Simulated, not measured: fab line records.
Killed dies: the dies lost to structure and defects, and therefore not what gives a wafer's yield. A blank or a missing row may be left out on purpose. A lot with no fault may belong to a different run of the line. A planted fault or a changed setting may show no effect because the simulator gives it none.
Chamber matching / flow sky130 / cmp-02 running SKY_VIA4_CMP_02: 4 sister chambers
The step polishes SiO2. 14 wafers are shown with their chamber, then 7 later ones without.

WAFERS, EACH WITH ITS CHAMBER
wafer=L927.2; chamber=0; motor-current-A (A)=12.2; platen-rpm (rpm)=60.01
wafer=L927.3; chamber=2; motor-current-A (A)=10.4; platen-rpm (rpm)=60.05
wafer=L927.5; chamber=1; motor-current-A (A)=13.0; platen-rpm (rpm)=60.04
wafer=L929.2; chamber=0; motor-current-A (A)=12.5; platen-rpm (rpm)=60.04
wafer=L929.3; chamber=2; motor-current-A (A)=10.6; platen-rpm (rpm)=59.97
wafer=L929.4; chamber=1; motor-current-A (A)=13.7; platen-rpm (rpm)=60.02
wafer=L931.1; chamber=0; motor-current-A (A)=12.7; platen-rpm (rpm)=60.00
wafer=L931.2; chamber=1; motor-current-A (A)=13.2; platen-rpm (rpm)=60.00
wafer=L931.6; chamber=3; motor-current-A (A)=12.2; platen-rpm (rpm)=60.00
wafer=L938.3; chamber=1; motor-current-A (A)=12.3; platen-rpm (rpm)=59.94
wafer=L938.4; chamber=3; motor-current-A (A)=12.2; platen-rpm (rpm)=60.00
wafer=L938.6; chamber=3; motor-current-A (A)=12.2; platen-rpm (rpm)=60.00
wafer=L943.2; chamber=1; motor-current-A (A)=12.7; platen-rpm (rpm)=60.03
wafer=L943.4; chamber=2; motor-current-A (A)=10.5; platen-rpm (rpm)=60.05

SIGNATURES (means of the wafers above)
reading=motor-current-A; chamber 0=12.467; chamber 1=12.980; chamber 2=10.500; chamber 3=12.200; scatter within a chamber=0.354
reading=platen-rpm; chamber 0=60.0167; chamber 1=60.0060; chamber 2=60.0233; chamber 3=60.0000; scatter within a chamber=0.0338
Rule: a wafer's distance from a chamber is the root of the sum, over the readings, of the square of ((its reading less the chamber's mean) divided by the reading's scatter). The wafer belongs to the nearest chamber; if the next one is less than 2 further off, it can't be placed. The scatter: the root of (the sum of the squares of (reading less its chamber's mean) over the shown wafers, divided by (wafers less chambers)).

WAFERS WHOSE CHAMBER IS MISSING
wafer=L943.6; motor-current-A (A)=13.5; platen-rpm (rpm)=60.11
wafer=L944.3; motor-current-A (A)=12.7; platen-rpm (rpm)=59.95
wafer=L944.5; motor-current-A (A)=11.7; platen-rpm (rpm)=60.04
wafer=L944.6; motor-current-A (A)=10.4; platen-rpm (rpm)=60.03
wafer=L947.1; motor-current-A (A)=13.1; platen-rpm (rpm)=60.04
wafer=L947.3; motor-current-A (A)=11.9; platen-rpm (rpm)=60.07
wafer=L947.6; motor-current-A (A)=10.8; platen-rpm (rpm)=60.01

WHICH CHAMBER EACH ONE RAN IN
wafer=L943.6; from the rows above=can't be placed: 1 or 0 or 3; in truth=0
wafer=L944.3; from the rows above=can't be placed: 1 or 3 or 0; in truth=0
wafer=L944.5; from the rows above=can't be placed: 3 or 0 or 2 or 1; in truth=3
wafer=L944.6; from the rows above=2; in truth=2
wafer=L947.1; from the rows above=can't be placed: 1 or 0 or 3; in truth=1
wafer=L947.3; from the rows above=can't be placed: 3 or 0 or 1 or 2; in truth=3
wafer=L947.6; from the rows above=2; in truth=2
Placed correctly: 2 of 7. From these rows, 5 cannot be placed; in 5 the true chamber is one of the candidates. Number placed wrongly: 0.
